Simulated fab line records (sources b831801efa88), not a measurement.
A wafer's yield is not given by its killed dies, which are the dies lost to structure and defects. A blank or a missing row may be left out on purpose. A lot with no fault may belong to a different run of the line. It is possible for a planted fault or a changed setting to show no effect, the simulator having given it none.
Comparing a struck lot with a sound one || flow sky130 || 16 steps out of a route of 708
Sound: wafers L162.2, L162.3, L162.5. Struck: wafers L165.4, L165.6 (left out: L165.1, a lot-mate that was not struck); the cause follows at the end.
Per side, at each step with rows, come the tool, then ch with its chambers, and then its first start. Under that, the readings that differ: sound wafers || struck wafers || difference of the means || sigmas: that difference in standard deviations of wafers without a fault.
alike: words and numbers the same on both sides, and readings whose means are apart by under 2 such deviations; not compared: readings that were withheld, readings missing a value for some wafer, numbers with overlapping values and no deviation given by the record, and bounds like >300 which may hide the same value.
The two part at a step that has a row with sigmas, a row that says differs or no value, or rows on one side only. When numbers do not overlap yet have no deviation, they are printed without sigmas and do not part them. Lack of a reading on every wafer of one side parts them only where that side has two or more wafers.

first, 2 steps without rows for these wafers: SKY_METAL3_PEB_11; SKY_METAL3_DEVELOP_12 (develop time 60 s).
SKY_METAL3_CD_MEAS_13 targets a cd of 300 nm.
  sound on cd_sem-02 at day 40 13:23; struck on cd_sem-01 at day 41 03:53
  alike: cd_nm
SKY_METAL3_OVL_MEAS_14:
  sound on overlay-02 at day 40 13:29; struck on overlay-02 at day 41 04:00
  alike: METAL3_OVL
SKY_METAL3_DESCUM_15: chemistry O2, time 8 s.
  sound on rie_metal-04 ch 0, day 40 13:31; struck on rie_metal-01 ch 0, day 41 04:02
{"reading": "oes_product_au (a.u.)", "sound": "0.989 0.994 0.999", "struck": "1.029 1.022", "difference": "+0.032", "sigmas": "+3"}
{"reading": "rf_fwd_power_W (W)", "sound": "147.7 148.0 148.6", "struck": "146.8 146.5", "difference": -1.4, "sigmas": -2}
  alike: drypump_motor_current_A
  not compared: rf_hours_counter_h
SKY_METAL3_ETCH_16: etches BARC in N2/H2, stops on SiO2, time 88.2 s, target depth 60 nm.
  sound on rie_metal-04 ch 0, day 40 13:33; struck on rie_metal-01 ch 0, day 41 04:06
{"reading": "oes_product_au (a.u.)", "sound": "0.625 0.618 0.614", "struck": "0.629 0.628", "difference": "+0.010", "sigmas": "+2"}
{"reading": "rf_fwd_power_W (W)", "sound": "497.3 499.1 498.3", "struck": "492.2 492.4", "difference": -5.9, "sigmas": -3}
  alike: drypump_motor_current_A, throttle_valve_pct
  not compared: rf_hours_counter_h
then, 1 step without rows for these wafers: SKY_METAL3_ETCH_17 (etches SiO2 in C4F8/O2/Ar, stops on TiN, time 3.9 s, target depth 15 nm).
SKY_METAL3_METAL_ETCH_18: etches the open film in Cl2/BCl3, stops on SiO2, target depth 845 nm, time 183.1 s.
  sound on rie_metal-02 ch 0,1, day 40 13:40; struck on rie_metal-04 ch 0,1, day 41 04:19
  alike: bcl3_flow_sccm, drypump_motor_current_A, oes_product_au, rf_fwd_power_W, throttle_valve_pct
  not compared: rf_hours_counter_h
SKY_METAL3_STRIP_19: strips in O2/N2.
  sound on plasma_asher-03 ch 0,1, day 40 13:50; struck on plasma_asher-01 ch 0, day 41 04:30
{"reading": "drypump_motor_current_A (A)", "sound": "5.6 5.7 5.7", "struck": "6.5 6.5", "difference": "+0.8", "sigmas": "+2"}
  alike: o2_flow_sccm, oes_product_au, strip_time_to_endpoint_s
  not compared: rf_hours_counter_h
then, 3 steps without rows for these wafers: SKY_METAL3_STRIP_20 (strips in post etch residue remover, time 1200 s); SKY_METAL3_CLEAN_21 (cleans in IPA, time 180 s); SKY_METAL3_CLEAN_22 (cleans in O3/DIW).
SKY_VIA3_HDPCVD_00: deposits SiO2, target thk 1635 nm, time 272.5 s.
  sound on hdpcvd-01 ch 0,1,2, day 40 14:36; struck on hdpcvd-01 ch 0,2, day 41 05:07
{"reading": "run_length_s (s)", "sound": "299.6 300.4 299.4", "struck": "354.0 355.0", "difference": "+54.7", "sigmas": "+99 or more"}
{"reading": "model.SiO2_of_VIA3_HDPCVD_00.thk_nm (nm)", "sound": "1658 1638 1638", "struck": "1961 1956", "difference": "+314", "sigmas": ""}
  alike: sih4_flow_sccm
SKY_VIA3_THK_MEAS_01:
  sound on film_metro-04 at day 40 14:47; struck on film_metro-04 at day 41 05:16
{"reading": "VIA3_HDPCVD_THK (nm)", "sound": "1658 1639 1639", "struck": "1961 1956", "difference": "+313", "sigmas": "+22"}
SKY_VIA3_CMP_02: polishes SiO2.
  sound on cmp-02 ch 2,3, day 40 14:53; struck on cmp-02 ch 1,2, day 41 05:23
  alike: motor_current_A
-- the record jumps here: 7 days lie between the struck wafers' starts before and after (it left off in module VIA3 and takes up again in module PAD_OPEN, whose first step shown is number 708 of the route) --
SKY_PAD_OPEN_PROBE_99:
  sound on prober-02 at day 47 10:53; struck on prober-01 at day 47 22:29
  alike: defect_limited_yield, killed_at_M0_to_M3, killed_at_M4_up, killed_at_contacts, killed_at_front_end, killed_at_other, killed_dies, killed_open, killed_short, sort_bin_3_pad_short, sort_bin_5_function, sort_bin_6_memory, sort_n_pass, sort_yield_pct

== WHERE THEY PART ==
At SKY_METAL3_DESCUM_15 first; at SKY_VIA3_THK_MEAS_01 last (within this record only). Later steps at which nothing parts them and some readings are alike: SKY_VIA3_CMP_02, SKY_PAD_OPEN_PROBE_99.

WHY: what had been put in by the simulator
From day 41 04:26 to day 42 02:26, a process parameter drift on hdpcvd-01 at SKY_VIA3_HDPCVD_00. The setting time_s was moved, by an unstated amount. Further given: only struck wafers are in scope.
